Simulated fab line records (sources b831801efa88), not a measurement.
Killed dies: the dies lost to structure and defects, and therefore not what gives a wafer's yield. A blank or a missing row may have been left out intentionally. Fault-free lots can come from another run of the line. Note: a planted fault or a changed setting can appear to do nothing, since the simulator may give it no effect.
Matching of chambers    flow gf180mcu    4 sister chambers for GF_V1_CMP_26 on cmp-01
The step polishes, stops on SiO2, t overpolish 15 s, target thk 0 nm. 8 wafers are shown with their chamber, then 9 later ones without.

== EACH WAFER AND ITS CHAMBER ==
wafer   chamber  motor current A (A)  edge zone pressure frac
L458.6  2        11.7                 1.008
L463.1  2        12.6                 1.005
L463.6  1        10.2                 1.003
L464.1  3        12.7                 0.999
L464.6  0        10.4                 0.997
L467.1  1        10.9                 0.996
L467.5  0        10.1                 1.003
L467.6  3        12.1                 1.001

== WAFERS WHOSE CHAMBER IS MISSING ==
wafer   motor current A (A)  edge zone pressure frac
L468.2  13.2                 0.993
L468.4  11.8                 1.009
L468.5  12.3                 1.008
L469.1  11.5                 0.994
L469.2  10.4                 1.000
L469.6  12.2                 0.993
L472.3  12.4                 0.990
L472.4  12.0                 0.996
L472.6  10.6                 0.998

== EACH ONE'S CHAMBER ==
wafer   from the rows above                in truth
L468.2  can't be placed: 3 or 2            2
L468.4  can't be placed: 2 or 3            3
L468.5  can't be placed: 2 or 3            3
L469.1  can't be placed: 1 or 3 or 0 or 2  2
L469.2  can't be placed: 0 or 1            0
L469.6  can't be placed: 3 or 2 or 1       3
L472.3  can't be placed: 3 or 2 or 1       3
L472.4  can't be placed: 3 or 2 or 1       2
L472.6  can't be placed: 1 or 0            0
Correctly placed: 0 of 9. These rows do not allow placing 9 (true chamber among the candidates in 9). 0 placed wrongly.
How it was worked out, from the rows above alone: a wafer's distance from a chamber is the root of the sum, over the readings, of the square of ((its reading less the chamber's mean) divided by the reading's scatter). If the next closest chamber is less than 2 further off than the closest, the wafer can't be placed; otherwise it belongs to the closest. A chamber's mean is the mean of its shown wafers. How the scatter is found: for the shown wafers, subtract from each reading the mean of its chamber, square and add these, divide the total by (wafers less chambers), then take the root.
